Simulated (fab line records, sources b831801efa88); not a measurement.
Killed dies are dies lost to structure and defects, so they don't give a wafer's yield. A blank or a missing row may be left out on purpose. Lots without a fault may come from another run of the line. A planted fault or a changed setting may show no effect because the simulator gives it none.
fab line records | flow sky130
record lots=11 wafers=33 last_day=50
route steps=708 shown METAL3@569 VIA3@575 PAD_OPEN@708
lots that met no fault: from a run of the same line without faults
start_h: hours from the record's first day to the start of the lot's first wafer shown | wait_h: hours since the lot's step before | " the same as in the row above | L1.1+2: a row that stands for several wafers | - no value, or no start given | * or withheld: withheld | < > ~ a bound
route shown NAME@n: a module of which the file shows steps, and the number in the route of the first | usual: mean/standard deviation of fault-free wafers | same: alike in all rows | chamber/n: place in a boat | sites: the reading at each site | _std_site: their standard deviation | _edge_site: outer sites' mean less inner sites' | radius_mm: how far each site lies from the wafer's centre | mask NAME#n: copy n | behind: the tool/chamber that last shaped the wafer | hold: why the lot was held/for how many hours/how that ended | device: the transistor (n, p or np) that didn't switch | end of line: the same wafers' tests at the end of the route | a step without rows: its recipe alone | killed: dies lost to structure and defects at the first sort, not the wafer's yield | map: a wafer's dies, x killed, . not, _ none there
set.NAME: the setting as run; set.NAME@STEP: as run at that earlier step | model.NAME: the simulator's own value behind a step, which no gauge read
steps of the route over a sample of lots; a table a step, a row a wafer
services: from which hour (start_h, from the record's first day; less than 0 if before it) a tool's chamber was out of use, for how many hours, and why
## steps
# step SKY_METAL3_STRIP_19
# recipe chemistry=O2/N2 power_w=1400 pressure_mtorr=1500 platen_temp_c=withheld o2_flow_sccm=3000 n2_flow_sccm=300 overash_fraction=0.5
# usual chamber_pressure_mTorr=1499.9/1.5 drypump_motor_current_A=5.93/0.28 oes_product_au=0.504/0.0056 strip_time_to_endpoint_s=6.56/0.085
# same overash_fraction=0.5
# columns lot.wafer tool chamber start_h wait_h chamber_pressure_mTorr drypump_motor_current_A oes_product_au rf_hours_counter_h strip_time_to_endpoint_s
L604.1 plasma_asher-02 1 910.58 0.1 1500.8 6.31 0.505 75 6.56
L604.4 " 1 " " 1500.5 6.26 0.503 - 6.42
L604.6 " 1 " " 1499.9 6.26 0.496 - 6.58
L607.2 plasma_asher-02 0 929.93 0.1 1501.0 5.68 0.507 77 6.47
L607.3 " 1 " " 1497.9 6.22 0.496 - 6.47
L607.5 " 0 " " 1500.4 5.69 0.499 - 6.47
L610.1 plasma_asher-03 1 950.35 0.1 1500.9 6.12 0.510 21 6.70
L610.4 " 1 " " 1501.3 6.14 0.508 - 6.69
L610.5 " 0 " " 1501.3 5.95 0.503 - 6.68
L612.1 plasma_asher-02 0 977.18 0.1 1498.5 5.71 0.507 82 6.59
L612.2 " 1 " " 1498.0 6.25 0.502 82 6.51
L612.4 " 1 " " 1500.8 6.23 0.510 - 6.57
L613.2 plasma_asher-02 0 978.16 0.1 1500.6 5.71 0.500 83 6.56
L613.3 " 0 " " 1500.5 5.71 0.501 - 6.42
L613.6 " 0 " " 1499.7 5.68 0.507 - 6.52
L614.2 plasma_asher-02 1 984.19 0.2 1499.9 6.24 0.497 83 6.53
L614.3 " 1 " " 1502.1 6.27 0.507 - 6.51
L614.4 " 0 " " 1500.1 5.68 0.506 - 6.52
L615.1 plasma_asher-03 0 988.16 0.1 1501.1 5.97 0.506 22 6.52
L615.4 " 1 " " 1498.3 6.13 0.507 - 6.63
L615.5 " 0 " " 1496.4 5.96 0.503 - 6.65
L617.1 plasma_asher-03 1 999.46 0.1 1502.5 6.11 0.514 24 6.53
L617.2 " 0 " " 1501.0 5.94 0.506 24 6.59
L617.5 " 1 " " 1498.8 6.07 0.511 - 6.63
L621.1 plasma_asher-02 0 1035.83 0.1 1500.7 5.67 0.507 88 6.55
L621.3 " 0 " " 1501.5 5.70 0.503 - 6.56
L621.5 " 0 " " 1500.2 5.70 0.498 - 6.65
L626.1 plasma_asher-03 1 1059.48 0.1 1503.3 6.08 0.502 30 6.55
L626.2 " 0 " " 1496.3 5.91 0.505 30 6.53
L626.5 " 0 " " 1501.3 5.90 0.504 - 6.48
L627.2 plasma_asher-03 1 1065.13 0.1 1499.5 6.14 0.507 30 6.49
L627.4 " 0 " " 1500.9 5.93 0.505 - 6.55
L627.5 " 1 " " 1501.1 6.13 0.508 - 6.57
# step SKY_VIA3_CMP_02
# recipe material=SiO2 down_force_psi=4 platen_rpm=60 pad_velocity_m_s=0.94248
# usual head_pressure_psi=4.000/0.0085 motor_current_A=12.9/1.1 retaining_ring_pressure_frac=1.000/0.0043
# columns lot.wafer tool chamber start_h wait_h head_pressure_psi motor_current_A retaining_ring_pressure_frac
L604.1 cmp-01 0 911.50 0.1 4.017 13.5 0.995
L604.4 " 1 " " 3.999 13.9 0.994
L604.6 " 3 " " 3.991 12.4 1.000
L607.3 cmp-01 3 930.83 0.1 4.002 12.3 1.006
L607.2 " 1 " " 4.018 15.1 0.997
L607.5 " 2 " " 4.003 12.1 1.005
L610.1 cmp-01 1 951.31 0.1 3.993 15.2 0.995
L610.4 " 2 " " 4.009 12.2 1.000
L610.5 " 0 " " 3.993 13.0 0.997
L612.2 cmp-01 1 978.00 0.0 3.977 14.9 1.001
L612.4 " 2 " " 4.004 12.7 1.000
L612.1 " 3 " " 4.003 12.5 0.997
L613.2 cmp-02 2 978.99 0.0 4.010 11.3 1.003
L613.3 " 3 " " 3.999 14.5 1.001
L613.6 " 3 " " 3.998 14.9 1.005
L614.3 cmp-01 0 985.15 0.1 4.008 13.4 1.003
L614.4 " 1 " " 4.013 14.7 1.005
L614.2 " 2 " " 4.007 12.0 1.000
L615.4 cmp-01 1 989.12 0.1 3.993 14.6 1.003
L615.1 " 2 " " 4.001 12.3 0.999
L615.5 " 0 " " 3.992 13.4 0.996
L617.2 cmp-01 2 1000.38 0.1 4.005 13.0 1.005
L617.1 " 3 " " 3.996 12.9 0.999
L617.5 " 2 " " 3.993 12.5 0.999
L621.3 cmp-01 1 1036.66 0.0 3.999 14.9 0.997
L621.1 " 0 " " 3.987 13.4 1.006
L621.5 " 1 " " 4.002 13.7 1.007
L626.2 cmp-02 0 1060.71 0.0 4.002 13.0 1.001
L626.1 " 2 " " 4.022 11.4 0.999
L626.5 " 0 " " 4.006 13.2 1.004
L627.2 cmp-01 2 1066.13 0.1 4.012 12.6 0.997
L627.4 " 3 " " 3.996 13.2 0.999
L627.5 " 1 " " 4.009 14.2 0.994
# step SKY_VIA3_ETCH_14
# recipe chemistry=N2/H2 target=BARC ion_energy_ev=200 source_w=500 bias_w=100 pressure_mtorr=30 n2_flow_sccm=100 h2_flow_sccm=200 stop_on=SiO2 time_s=45.9 target_depth_a=600
# usual bias_w=99.98/0.29 chamber_pressure_mTorr=30.000/0.027 drypump_motor_current_A=5.7/0.43 oes_product_au=0.856/0.0043 throttle_valve_pct=13.226/0.0088
# columns lot.wafer tool chamber start_h wait_h bias_w chamber_pressure_mTorr drypump_motor_current_A oes_product_au rf_hours_counter_h throttle_valve_pct
L604.1 rie_diel-01 0 936.06 0.0 100.45 30.063 4.9 0.857 21 13.231
L604.4 " 3 " " 99.93 29.980 5.3 0.857 4 13.224
L604.6 " 2 " " 99.94 30.048 5.2 0.858 - 13.225
L607.2 rie_diel-02 3 956.12 0.0 99.95 30.006 6.4 0.854 2 13.236
L607.3 " 2 " " 99.98 30.027 5.9 0.858 23 13.222
L607.5 " 1 " " 99.51 30.019 6.1 0.854 - 13.211
L610.1 rie_diel-01 1 975.91 0.0 100.48 29.988 6.1 0.857 11 13.218
L610.4 " 0 " " 100.03 29.988 5.0 0.851 22 13.220
L610.5 " 1 " " 100.25 30.017 6.1 0.859 - 13.226
L612.1 rie_diel-02 1 1002.36 0.0 100.08 30.019 6.1 0.847 5 13.215
L612.2 " 0 " " 100.26 30.030 5.6 0.854 9 13.223
L612.4 " 3 " " 100.19 29.983 6.5 0.853 4 13.231
L613.2 rie_diel-01 3 1002.77 0.0 100.09 30.031 5.3 0.862 6 13.227
L613.3 " 0 " " 99.81 29.998 4.9 0.854 23 13.218
L613.6 " 2 " " 99.52 29.985 5.2 0.862 - 13.241
L614.2 rie_diel-02 0 1008.99 0.0 100.34 30.022 5.6 0.851 9 13.222
L614.3 " 2 " " 100.17 30.079 5.9 0.864 24 13.243
L614.4 " 1 " " 100.12 30.030 6.1 0.857 5 13.221
L615.1 rie_diel-02 2 1013.17 0.0 100.30 30.024 5.9 0.852 24 13.235
L615.4 " 0 " " 99.93 29.982 5.6 0.858 10 13.218
L615.5 " 3 " " 99.75 30.021 6.4 0.858 - 13.225
L617.1 rie_diel-02 2 1024.29 0.0 76.91 29.973 5.9 0.845 25 13.227
L617.2 " 3 " " 77.35 29.964 6.5 0.855 5 13.219
L617.5 " 1 " " 77.26 29.988 6.1 0.855 - 13.216
L621.1 rie_diel-02 2 1060.31 0.0 76.72 30.022 5.9 0.863 26 13.233
L621.3 " 3 " " 77.45 30.035 6.4 0.856 6 13.217
L621.5 " 2 " " 77.22 29.995 5.9 0.858 - 13.230
L626.1 rie_diel-03 1 1083.16 0.0 99.80 30.020 5.2 0.852 14 13.246
L626.2 " 2 " " 99.97 30.023 5.8 0.859 16 13.231
L626.5 " 1 " " 99.72 30.011 5.2 0.861 - 13.233
L627.2 rie_diel-03 1 1087.72 0.0 100.00 30.011 5.2 0.855 14 13.230
L627.4 " 0 " " 99.87 29.983 5.6 0.852 - 13.235
L627.5 " 2 " " 99.23 29.991 5.7 0.852 - 13.228
# step SKY_VIA3_CVD_21
# recipe material=W target_thk_nm=390 time_s=117.31 temp_c=400 pressure_torr=40
# usual heater_power_w=831/86
# columns lot.wafer tool chamber start_h wait_h heater_power_w since_wet_clean_h
L604.1 cvd_w-02 1 936.82 0.0 950 19
L604.4 " 0 " " 715 -
L604.6 " 1 " " 938 -
L607.2 cvd_w-02 0 956.89 0.0 705 39
L607.3 " 1 " " 923 -
L607.5 " 1 " " 961 -
L610.1 cvd_w-02 0 976.79 0.0 712 59
L610.4 " 1 " " 950 -
L610.5 " 0 " " 719 -
L612.1 cvd_w-01 1 1003.12 0.0 829 599
L612.2 " 0 " " 832 599
L612.4 " 1 " " 831 -
L613.2 cvd_w-01 0 1003.59 0.0 810 600
L613.3 " 1 " " 829 -
L613.6 " 1 " " 836 -
L614.2 cvd_w-02 0 1009.75 0.0 708 92
L614.3 " 1 " " 943 -
L614.4 " 0 " " 729 -
L615.1 cvd_w-01 0 1013.94 0.0 817 610
L615.4 " 0 " " 791 -
L615.5 " 1 " " 842 -
L617.1 cvd_w-01 0 1025.55 0.0 815 622
L617.2 " 1 " " 840 622
L617.5 " 1 " " 846 -
L621.1 cvd_w-02 0 1061.54 0.0 731 144
L621.3 " 1 " " 957 -
L621.5 " 1 " " 974 -
L626.1 cvd_w-01 0 1083.95 0.0 845 680
L626.2 " 1 " " 837 680
L626.5 " 0 " " 827 -
L627.2 cvd_w-02 0 1088.52 0.0 728 171
L627.4 " 1 " " 973 -
L627.5 " 0 " " 727 -
# step SKY_PAD_OPEN_PROBE_99
# usual defect_limited_yield=82.9/1.9 killed_at_M0_to_M3=42/6.3 killed_at_M4_up=2.8/1.9 killed_at_contacts=23/5.3 killed_at_front_end=16/4.3 killed_at_other=0.2/0.51 killed_dies=84/9.3 killed_open=46/7.6 killed_short=38/6.3 sort_bin_3_pad_short=0.8/0.41 sort_bin_5_function=10.0/1.4 sort_bin_6_memory=6.2/1.1 sort_bin_8_speed=0.00/0.017 sort_n_pass=408/9.3 sort_yield_pct=82.9/1.9
# same gross_dies=492 killed_at_back_side=0 sort_bin_4_leakage[%]=0
# columns lot.wafer tool chamber start_h wait_h defect_limited_yield[%] killed_at_M0_to_M3 killed_at_M4_up killed_at_contacts killed_at_front_end killed_at_other killed_dies killed_open killed_short sort_bin_3_pad_short[%] sort_bin_5_function[%] sort_bin_6_memory[%] sort_bin_8_speed[%] sort_n_pass sort_yield_pct[%]
L617.1 prober-02 - 1158.78 0.1 80.7 42 4 30 19 0 95 52 43 1.6 10.2 7.5 0 397 80.7
L617.2 prober-02 - 1158.83 0.1 85.0 47 1 16 9 1 74 36 38 1.0 8.5 5.5 0 418 85.0
L617.5 prober-02 - 1158.98 0.2 83.5 42 1 23 15 0 81 46 35 0.8 9.3 6.3 0 411 83.5
L621.1 prober-02 - 1185.90 0.1 81.7 49 1 22 18 0 90 55 35 0.8 11.8 5.7 0 402 81.7
L621.3 prober-02 - 1186.00 0.2 87.6 38 1 10 12 0 61 34 27 0.6 6.3 5.5 0 431 87.6
L621.5 prober-02 - 1186.10 0.2 83.9 37 5 28 9 0 79 44 35 1.4 8.9 5.7 0 413 83.9
# killed by level:class
L617.1 CONTACT:geometric_particle:open=10 FIELD_ISO:geometric_particle:short=9 VIA1:geometric_particle:open=9 LOCAL_INTERCONNECT:geometric_particle:short=7 LI_CONTACT:geometric_particle:open=7 VIA3:geometric_particle:open=7 VIA2:geometric_particle:open=6 METAL2:geometric_particle:short=4
L617.2 VIA1:geometric_particle:open=15 LI_CONTACT:geometric_particle:open=6 METAL1:geometric_particle:short=5 VIA2:geometric_particle:open=5 METAL3:geometric_particle:short=5 METAL2:geometric_particle:short=4 LI_CONTACT:geometric_particle:short=4 VIA2:geometric_particle:short=4
L617.5 CONTACT:geometric_particle:open=10 VIA1:geometric_particle:short=9 VIA1:geometric_particle:open=8 FIELD_ISO:geometric_particle:open=5 LI_CONTACT:geometric_particle:open=5 POLY_GATE:geometric_particle:open=5 LOCAL_INTERCONNECT:geometric_particle:short=5 VIA2:geometric_particle:open=5
L621.1 VIA2:geometric_particle:open=16 VIA1:geometric_particle:open=11 CONTACT:geometric_particle:open=9 FIELD_ISO:geometric_particle:short=8 LI_CONTACT:geometric_particle:open=7 FIELD_ISO:geometric_particle:open=4 CONTACT:geometric_particle:short=4 METAL2:geometric_particle:short=4
L621.3 VIA1:geometric_particle:open=13 VIA2:geometric_particle:open=6 VIA3:geometric_particle:open=5 CONTACT:geometric_particle:open=4 SPACER:geometric_particle:short=3 CONTACT:geometric_particle:short=3 METAL1:geometric_particle:short=3 METAL2:geometric_particle:short=3
L621.5 CONTACT:geometric_particle:open=10 LI_CONTACT:geometric_particle:open=9 VIA1:geometric_particle:open=7 VIA1:geometric_particle:short=6 CONTACT:geometric_particle:short=5 METAL4:geometric_particle:short=5 VIA2:geometric_particle:open=4 METAL3:geometric_particle:short=4
## services
# columns tool chamber start_h hours kind
cvd_w-02 - 904.00 14.0 pm
rie_diel-01 1 905.26 10.7 repair
rie_diel-02 - 907.79 10.7 repair
cmp-02 - 908.09 6.3 pm
plasma_asher-03 - 908.75 2.7 repair
cmp-01 - 912.00 4.0 pm
cmp-01 - 916.02 2.4 repair
cmp-02 - 918.61 13.6 pm
cmp-01 - 935.71 1.2 repair
rie_diel-02 2 962.38 6.1 repair
plasma_asher-03 - 966.21 14.6 pm
rie_diel-02 0 971.46 2.9 repair
plasma_asher-02 - 972.37 0.5 repair
cmp-01 - 981.61 0.7 repair
cvd_w-01 - 1006.01 0.8 repair
cmp-01 - 1007.19 1.0 repair
rie_diel-01 0 1015.36 3.1 repair
rie_diel-01 - 1021.14 14.6 pm
cvd_w-02 - 1044.65 0.3 repair
rie_diel-02 3 1045.32 11.2 repair
rie_diel-01 3 1051.26 1.5 repair
rie_diel-01 1 1070.44 3.9 repair
plasma_asher-02 - 1072.06 0.5 repair
rie_diel-01 - 1085.67 25.3 repair
## key
first_sign step=SKY_VIA3_ETCH_14 reading=bias_w direction=down sigmas=79 usual=99.98 struck=77.15
effect none on later readings
met_at SKY_VIA3_ETCH_14
struck_lots L617,L621
not_acting_at SKY_METAL3_STRIP_19,SKY_VIA3_CMP_02,SKY_VIA3_CVD_21
onset_between 1013.17 1024.29
fault kind=process_parameter_drift tool=rie_diel-02 chamber=- onset_h=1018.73 steps=SKY_VIA3_ETCH_14 channel=bias_w offset=-22.543 shape=step end_h=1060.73 acts_in=these_recipes_only stated=100
